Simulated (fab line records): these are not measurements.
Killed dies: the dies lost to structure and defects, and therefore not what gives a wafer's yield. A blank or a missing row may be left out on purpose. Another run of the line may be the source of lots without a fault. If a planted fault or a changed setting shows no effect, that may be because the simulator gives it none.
Chamber matching | flow sfq-line | 4 sister chambers for SFQ_TRILAYER_I0_CMP_CMP_028 on cmp-02
The step polishes SiO2. 8 wafers are shown with their chamber, then 8 later ones without.

== WAFERS, EACH WITH ITS CHAMBER ==
wafer  | chamber | motor-current-A (A) | time-to-endpoint-s (s)
L781.6 | 2       | 9.8                 | 221
L783.1 | 2       | 9.8                 | 227
L786.5 | 0       | 10.4                | 215
L786.6 | 3       | 9.4                 | 222
L790.4 | 1       | 10.2                | 211
L790.3 | 3       | 9.3                 | 215
L790.5 | 1       | 9.5                 | 207
L796.1 | 0       | 10.6                | 208

== WAFERS MISSING THEIR CHAMBER ==
wafer  | motor-current-A (A) | time-to-endpoint-s (s)
L796.4 | 9.6                 | 219
L796.6 | 9.8                 | 208
L797.2 | 9.5                 | 208
L797.5 | 10.0                | 222
L797.6 | 9.7                 | 218
L803.1 | 9.5                 | 216
L803.2 | 9.6                 | 222
L803.6 | 9.9                 | 221

== CHAMBER TAKEN BY EACH ==
wafer  | from the rows above          | in truth
L796.4 | can't be placed: 3 or 2 or 1 | 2
L796.6 | 1                            | 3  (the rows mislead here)
L797.2 | can't be placed: 1 or 3      | 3
L797.5 | can't be placed: 2 or 3      | 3
L797.6 | can't be placed: 3 or 2 or 1 | 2
L803.1 | can't be placed: 3 or 1 or 2 | 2
L803.2 | can't be placed: 2 or 3      | 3
L803.6 | can't be placed: 2 or 3 or 1 | 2
Placed correctly: 0 of 8. Cannot be placed on the basis of these rows: 7; the candidates contain the true chamber in 7. Wrongly placed: 1.
How it was worked out, from the rows above alone: a wafer's distance from a chamber is the root of the sum, over the readings, of the square of ((its reading less the chamber's mean) divided by the reading's scatter). The wafer belongs to the nearest chamber; if the next one is less than 2 further off, it can't be placed. For every chamber, the mean is computed from those of its wafers that are shown. The scatter: take each reading less its chamber's mean, square it, sum over the shown wafers, divide by the number of wafers less the number of chambers, and take the root.
